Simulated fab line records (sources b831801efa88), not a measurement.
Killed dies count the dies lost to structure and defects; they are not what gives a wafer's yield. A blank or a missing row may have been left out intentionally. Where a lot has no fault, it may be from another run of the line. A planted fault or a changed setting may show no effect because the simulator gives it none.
What tool caused it?    flow sfq line    42 wafers from 14 lots sampled at 4 of the route's 325 steps

WHAT EACH GAUGE READ, for each wafer
Not one reading of a measure or inspect step in the record can be checked against a usual standard deviation.

WHAT TOOL EACH LOT RAN ON (gives the tool, then ch and the chambers of the sampled wafers, and finally the start)
lot   SFQ_TRILAYER_M6_STRIP_STRIP_163    SFQ_TRILAYER_I6_METRO_MEASURE_167  SFQ_TRILAYER_M7_ETCH_METAL_ETCH_180  SFQ_TRILAYER_I7_CMP_CMP_184
L245  rie metal-02 ch 0,1, day 71 00:20  film metro-01, day 71 04:31        rie metal-03 ch 0,1, day 72 07:12    cmp-01 ch 0,1,2, day 72 09:53
L246  rie metal-01 ch 0,1, day 75 13:10  film metro-01, day 75 17:20        rie metal-03 ch 0,1, day 76 01:19    cmp-02 ch 0,1, day 76 05:01
L248  rie metal-02 ch 0,1, day 75 20:34  film metro-03, day 76 04:58        rie metal-03 ch 0,1, day 76 12:21    cmp-02 ch 1,2,3, day 76 20:01
L250  rie metal-02 ch 0,1, day 76 02:34  film metro-01, day 76 11:10        rie metal-01 ch 0,1, day 76 20:45    cmp-02 ch 0,1, day 77 12:48
L251  rie metal-03 ch 0,1, day 76 04:46  film metro-04, day 76 13:34        rie metal-04 ch 0,1, day 76 21:55    cmp-02 ch 0,2,3, day 77 15:18
L252  rie metal-01 ch 0,1, day 76 05:58  film metro-03, day 76 14:20        rie metal-01 ch 0,1, day 76 23:07    cmp-01 ch 0,1,3, day 77 19:01
L253  rie metal-03 ch 0,1, day 76 09:34  film metro-01, day 76 20:20        rie metal-01 ch 0,1, day 77 08:00    cmp-02 ch 0,1, day 77 21:48
L254  rie metal-02 ch 0,1, day 76 13:10  film metro-01, day 77 00:20        rie metal-03 ch 1, day 80 23:21      cmp-02 ch 0,3, day 81 00:20
L255  rie metal-03 ch 0,1, day 76 14:22  film metro-03, day 77 03:08        rie metal-01 ch 0, day 81 02:35      cmp-02 ch 1,2, day 81 06:20
L256  rie metal-01 ch 0,1, day 76 15:34  film metro-01, day 77 06:08        rie metal-04 ch 0,1, day 85 03:43    cmp-02 ch 0,1,2, day 85 04:42
L264  rie metal-01 ch 0,1, day 79 20:47  film metro-01, day 80 00:59        rie metal-04 ch 0,1, day 88 01:15    cmp-01 ch 0,1, day 88 02:14
L266  rie metal-03 ch 0,1, day 81 13:50  film metro-04, day 81 18:01        rie metal-01 ch 0, day 89 01:53      cmp-02 ch 2,3, day 89 03:33
L267  rie metal-03 ch 0,1, day 81 20:02  film metro-04, day 82 00:13        rie metal-01 ch 0,1, day 89 05:26    cmp-01 ch 0,1,2, day 89 07:22
L268  rie metal-03 ch 0,1, day 82 05:26  film metro-04, day 82 09:38        rie metal-04 ch 0,1, day 89 12:43    cmp-02 ch 0,2, day 89 13:42
- SFQ_TRILAYER_M6_STRIP_STRIP_163: strips in O2.
- SFQ_TRILAYER_I6_METRO_MEASURE_167
- SFQ_TRILAYER_M7_ETCH_METAL_ETCH_180: etches Nb in Cl2/Ar, stops on SiO2, target depth 240 nm, time 120 s.
- SFQ_TRILAYER_I7_CMP_CMP_184: polishes SiO2.

AS READ BY THE TOOLS THEMSELVES (means over the sampled wafers that have a number; for cases with no such wafer, the mark the record gives instead)
SFQ_TRILAYER_M6_STRIP_STRIP_163.
lot   tool          drypump motor current A (A)  oes product au (a.u.)
L245  rie metal-02  6.01                         1.007
L246  rie metal-01  5.44                         1.000
L248  rie metal-02  5.74                         0.987
L250  rie metal-02  6.02                         1.000
L251  rie metal-03  5.86                         1.004
L252  rie metal-01  5.50                         0.999
L253  rie metal-03  5.85                         0.996
L254  rie metal-02  5.76                         0.990
L255  rie metal-03  5.84                         0.999
L256  rie metal-01  5.46                         1.005
L264  rie metal-01  5.48                         1.005
L266  rie metal-03  5.84                         0.998
L267  rie metal-03  5.86                         0.994
L268  rie metal-03  5.86                         0.994

SFQ_TRILAYER_I6_METRO_MEASURE_167.
lot   tool           thk nm (nm)
L245  film metro-01  199.2
L246  film metro-01  201.4
L248  film metro-03  198.9
L250  film metro-01  200.7
L251  film metro-04  198.7
L252  film metro-03  200.1
L253  film metro-01  199.1
L254  film metro-01  201.0
L255  film metro-03  198.6
L256  film metro-01  200.4
L264  film metro-01  200.1
L266  film metro-04  198.7
L267  film metro-04  199.5
L268  film metro-04  201.4

SFQ_TRILAYER_M7_ETCH_METAL_ETCH_180.
lot   tool          drypump motor current A (A)  oes product au (a.u.)
L245  rie metal-03  5.85                         0.891
L246  rie metal-03  5.79                         0.901
L248  rie metal-03  5.80                         0.902
L250  rie metal-01  5.50                         0.892
L251  rie metal-04  5.91                         0.893
L252  rie metal-01  5.47                         0.895
L253  rie metal-01  5.49                         0.886
L254  rie metal-03  5.73                         0.893
L255  rie metal-01  5.52                         0.892
L256  rie metal-04  6.03                         0.889
L264  rie metal-04  6.05                         0.892
L266  rie metal-01  5.52                         0.896
L267  rie metal-01  5.48                         0.889
L268  rie metal-04  5.89                         0.893

SFQ_TRILAYER_I7_CMP_CMP_184.
lot   tool    head pressure psi (psi)  motor current A (A)  time to endpoint s (s)
L245  cmp-01  2.997                    10.2                 214
L246  cmp-02  3.001                    10.8                 219
L248  cmp-02  3.002                    9.7                  217
L250  cmp-02  3.003                    10.0                 227
L251  cmp-02  3.006                    9.9                  219
L252  cmp-01  3.004                    10.2                 210
L253  cmp-02  3.001                    10.2                 214
L254  cmp-02  2.694                    9.9                  235
L255  cmp-02  2.700                    8.3                  247
L256  cmp-02  2.999                    9.5                  215
L264  cmp-01  2.998                    9.9                  214
L266  cmp-02  3.004                    10.3                 220
L267  cmp-01  2.995                    10.3                 215
L268  cmp-02  2.991                    9.0                  217

THE ANSWER, worked out from the rows above alone
Rule: the usual values come from the lots themselves. Put in order of their means at a reading, lots are off if they are a third of the lots or fewer, leave a main group of 4 or more, and stand apart from it by a gap of 3 or more times the standard deviation of the main group's means; of several such gaps the widest counts. The tables above print the reading to a certain number of digits; a main group whose means all agree to those digits is not used. A lot without any number at a reading at which 4 lots or more have one is off too. Any other lot the step has rows for is counted as sound. First the gauges in route order, then the tools' own readings, where a lot's mean is used as printed above. The first step at which some lot is off is used, and at that step the reading that is off furthest; a lot without a number counts as furthest.
Off, at SFQ_TRILAYER_I7_CMP_CMP_184 on head pressure psi: L254, L255. The main group: mean 3.000 psi, standard deviation 0.0041.
If a tool, at that step or one of the process steps before it, ran each lot that is off and ran no sound lot following the first of them, it fits. None of those tried fits.

WHAT WAS PUT IN BY THE SIMULATOR
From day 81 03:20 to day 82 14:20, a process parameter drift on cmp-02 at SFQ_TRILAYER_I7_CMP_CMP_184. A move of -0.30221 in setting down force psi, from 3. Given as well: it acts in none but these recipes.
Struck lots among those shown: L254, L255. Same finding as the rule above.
